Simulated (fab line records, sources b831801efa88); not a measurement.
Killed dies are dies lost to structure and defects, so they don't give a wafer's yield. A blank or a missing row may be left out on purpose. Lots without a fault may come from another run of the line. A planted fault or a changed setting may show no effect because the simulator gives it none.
Problem report in the 8D (eight disciplines) form, filled by code | flow gf180mcu | the parts of the form that need people (team, actions taken, sign-off) are left out

1. THE PROBLEM
NSD_RS at GF_PSD_RS_MEAS_14 reads a mean of 42.81 ohm/sq on 6 wafers of 2 lots; wafers without a fault read 46.28 ohm/sq with a standard deviation of 0.091. That is -38 standard deviations from the usual mean.
The step: measures by four-point-probe.
First seen on wafer L473.2, day 16 22:19, on film_metro-01. The record holds 39 wafers of 13 lots with a number at this step. Rule for "out", or "out of limits": more than 4 standard deviations from the usual mean. The other wafers with a number count as sound.

2. WHAT IT IS AND WHAT IT IS NOT
question                    | is                           | is not
which readings at this step | NSD_RS                       | -
which lots                  | L473, L474                   | L465, L467, L468, L471, L472, L483, L484, L485, L486, L487, L488
which wafers of those lots  | all that have a number       | -
read on which gauges        | film_metro-01, film_metro-03 | film_metro-04
when                        | from day 16 22:19            | up to then (15 sound wafers); but 18 sound wafers of L483, L484, L485, L486, L487, L488 came after

3. SUSPECTS, AND WHAT RULES EACH OUT
Counting: a tool at a process step up to the reading stays a suspect if it ran every lot that is out and no sound lot after the first of them.
- the gauge at GF_PSD_RS_MEAS_14: ruled out. The wafers that are out were read on 2 gauges (film_metro-01, film_metro-03).
- rtp_anneal-01 at GF_PSD_RTA_13 (time 19.39 s): ruled out as a lasting fault. Sound lots L483, L484, L485, L487, L488 ran on it after its first lot that is out, L473 (day 16 22:14).
Left after counting: nothing in the record.

4. THE CAUSE (what the simulator had put in)
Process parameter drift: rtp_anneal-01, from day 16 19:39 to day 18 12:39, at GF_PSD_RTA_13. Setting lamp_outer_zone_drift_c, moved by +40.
Counting ruled it out, wrongly: the rule takes a fault to strike every lot that its tool runs from its start on, and this one did not.

5. THE CHAIN OF EFFECTS, in route order
Each row: a reading whose mean over the struck wafers that have a number lies more than 3 standard deviations from the usual. Only readings for which the record gives a usual standard deviation are gone through. hours: the time from each lot's start at the first step in this table that gives one to its start at this step, as a median over the lots. sigmas: the change in usual standard deviations.
hours | step              | reading | usual         | on struck wafers | change | sigmas
0     | GF_PSD_RS_MEAS_14 | NSD_RS  | 46.28 ohm/sq  | 42.81            | -3.47  | -38
0     | GF_PSD_RS_MEAS_15 | PSD_RS  | 108.94 ohm/sq | 98.97            | -9.97  | -43

6. WHAT WOULD HAVE CAUGHT IT SOONER
In this record the first reading out of limits at a measuring or inspecting step was taken at day 16 22:19, 3 hours after the fault began at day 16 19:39.
Of the tool readings at GF_PSD_RTA_13 for which the record gives a usual standard deviation, none was out on any struck wafer, so an alarm limit of 4 standard deviations on them would not have fired.
